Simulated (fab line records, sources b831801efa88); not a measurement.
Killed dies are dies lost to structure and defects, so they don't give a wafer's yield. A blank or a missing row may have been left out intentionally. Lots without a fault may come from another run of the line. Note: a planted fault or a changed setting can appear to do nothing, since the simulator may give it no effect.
Problem report, 8D (eight disciplines) form, completed by code	flow sfqLine	the parts of the form that need people (team, actions taken, sign-off) are left out

== 1. THE ISSUE ==
Mean of chamberPressureMTorr at SFQ_TRILAYER_I7_VIA_STRIP_STRIP_191: 59.98 mTorr across 4 wafers in 2 lots; on wafers with no fault it is 50.00 mTorr (standard deviation 0.045). That is +99 or more standard deviations from the usual mean.
The step: strips in O2.
Seen first at day 90 18:13 on rieMetal-04, wafer L110.3. The record has a number at this step for 41 wafers belonging to 14 lots. The rule behind "out" and "out of limits": a value lying over 4 standard deviations away from the usual mean. The rest of the wafers with a number are treated as sound.

== 2. WHAT IT IS, AND WHAT IT ISN'T ==
question	is	is not
which readings at this step	chamberPressureMTorr	drypumpMotorCurrentA, oesProductAu
which lots	L110, L111	L100, L102, L103, L104, L113, L114, L116, L118, L119, L996, L997, L999
which wafers of those lots	L110.3, L110.6, L111.2, L111.4	L111.3
read on which tools	rieMetal-04	rieMetal-01, rieMetal-03
when	from day 90 18:13	up to then (21 sound wafers); but 16 sound wafers of L111, L113, L114, L116, L118, L119 came after

== 3. SUSPECTS, AND WHAT RULES EACH OUT ==
Counting: a tool at a process step up to the reading stays a suspect if it ran every lot that is out. Sound lots after the first of them don't rule it out here, since some wafers of a struck lot are sound.
- rieDiel-03 at SFQ_TRILAYER_I7_VIA_BARC_OPEN_VIA_ETCH_260 (etches BARC in O2, target depth 125 nm, time 41.7 s): kept. It processed each lot that is out (first: L110, day 90 17:52); up to then, its last sound lot is L104 (day 88 12:04).
- rieMetal-04 at SFQ_TRILAYER_I7_VIA_STRIP_STRIP_191 (strips in O2): kept. It processed each lot that is out (first: L110, day 90 18:13); up to then, its last sound lot is L102 (day 87 23:18). Its own chamberPressureMTorr readings are out on those wafers.
- Within rieMetal-04 at SFQ_TRILAYER_I7_VIA_STRIP_STRIP_191, the wafers that are out were processed in chamber 0 and their sound lot-mates in chamber 1.
Remaining after the count are rieDiel-03 at SFQ_TRILAYER_I7_VIA_BARC_OPEN_VIA_ETCH_260 and rieMetal-04 at SFQ_TRILAYER_I7_VIA_STRIP_STRIP_191.

== 4. THE CAUSE (what the simulator had put in) ==
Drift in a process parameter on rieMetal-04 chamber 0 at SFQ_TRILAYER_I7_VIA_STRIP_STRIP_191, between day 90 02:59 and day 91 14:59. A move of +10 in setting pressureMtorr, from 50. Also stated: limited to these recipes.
Of the 2 suspects that counting leaves, this tool is one.

== 5. THE EFFECT CHAIN, in route order ==
One row per reading whose mean, taken over the struck wafers that have a number, lies over 3 standard deviations from the usual. Scope: only readings with a usual standard deviation given in the record; hours: median across lots of the time from each lot's start at the first step in this table that gives one to its start at this step; sigmas: change in usual standard deviations.
hours	step	reading	usual	on struck wafers	change	sigmas
0	SFQ_TRILAYER_I7_VIA_STRIP_STRIP_191	chamberPressureMTorr	50.00 mTorr	59.98	+9.98	+99 or more
The process steps in it:
- SFQ_TRILAYER_I7_VIA_STRIP_STRIP_191: strips in O2.
Later measuring or inspecting steps at which every struck wafer that the step has a row for has a number for every such reading, and none has moved that far: SFQ_M8_RS_MEAS_949.

== 6. HOW IT WOULD HAVE BEEN CAUGHT EARLIER ==
The fault began at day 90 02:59; the first out-of-limits reading in this record came at day 90 18:13, 15 hours later.
